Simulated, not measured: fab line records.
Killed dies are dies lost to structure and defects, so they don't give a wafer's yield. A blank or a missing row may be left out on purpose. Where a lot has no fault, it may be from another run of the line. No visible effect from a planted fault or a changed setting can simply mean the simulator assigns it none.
Problem report in the 8D (eight disciplines) form, filled by code | flow gf180mcu | the parts of the form that need people (team, actions taken, sign-off) are left out

1. WHAT IS WRONG
run-length-s at GF_VT_IMPLANT_WET_ETCH_50 reads a mean of 156 s on 3 wafers of 1 lot; wafers without a fault read 428 s with a standard deviation of 3.1. Measured from the usual mean, that is -88 standard deviations.
The step: etches SiO2 in dHF, target depth 20 nm, time 400 s.
Seen first at day 11 12:05 on wet-bench-01, wafer L698.1. The record holds 15 wafers of 5 lots with a number at this step. By rule, "out" or "out of limits" means more than 4 standard deviations away from the usual mean. The other wafers with a number count as sound.

2. WHAT IT IS, WHAT IT ISN'T
question                    | is                     | is not
which readings at this step | run-length-s           | -
which lots                  | L698                   | L685, L688, L703, L706
which wafers of those lots  | all that have a number | -
read on which tools         | wet-bench-01           | wet-bench-03, wet-bench-04
when                        | from day 11 12:05      | up to then (6 sound wafers); but 6 sound wafers of L703, L706 came after

3. WHAT RULES OUT EACH SUSPECT
Counting: a tool at any process step up to the reading remains a suspect when it ran all the lots that are out and ran no sound lot after the first of those.
- plasma-asher-04 at GF_VT_IMPLANT_STRIP_42 (strips in O2/N2): ruled out as a lasting fault. After its first lot that is out, L698 (day 11 11:17), sound lots L706 ran on it.
- rtp-anneal-02 at GF_VT_IMPLANT_RTA_45 (time 30 s): ruled out as a lasting fault. After its first lot that is out, L698 (day 11 11:30), sound lots L703, L706 ran on it.
- wet-bench-01 at GF_VT_IMPLANT_WET_ETCH_50 (etches SiO2 in dHF, target depth 20 nm, time 400 s): kept. It ran the lot that is out, L698 (day 11 12:05), and no sound lot after that; its last sound lot up to then is L688 (day 8 16:27). Its own run-length-s readings are out on those wafers.
Left after counting: wet-bench-01 at GF_VT_IMPLANT_WET_ETCH_50.

4. THE CAUSE (what the simulator had put in)
wet-bench-01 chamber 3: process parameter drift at GF_VT_IMPLANT_WET_ETCH_50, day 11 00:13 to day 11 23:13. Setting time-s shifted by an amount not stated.
Only this tool survived the counting.

5. SEQUENCE OF EFFECTS, ordered by route
Rows list readings where the struck wafers' mean (over those with a number) sits beyond 3 standard deviations from the usual. Only readings whose record carries a usual standard deviation are examined. hours: median over the lots of the time between each lot's start at the first step of this table that gives one and its start at this step. sigmas: the change, counted in usual standard deviations.
hours | step                      | reading      | usual | on struck wafers | change | sigmas
0     | GF_VT_IMPLANT_WET_ETCH_50 | run-length-s | 428 s | 156              | -272   | -88
Process steps it contains:
- GF_VT_IMPLANT_WET_ETCH_50: etches SiO2 in dHF, target depth 20 nm, time 400 s.
At these later measuring or inspecting steps, every struck wafer for which the step has a row has a number for every such reading, and none has moved that far: GF_DUAL_GATE_THK_MEAS_03, GF_DUAL_GATE_OVL_MEAS_11, GF_POLY_GATE_THK_MEAS_01, GF_POLY_GATE_CD_MEAS_10, GF_POLY_GATE_OVL_MEAS_11.

6. HOW IT WOULD HAVE BEEN CAUGHT EARLIER
First out-of-limits reading in this record: day 11 12:05, which is 12 hours after fault onset at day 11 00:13.
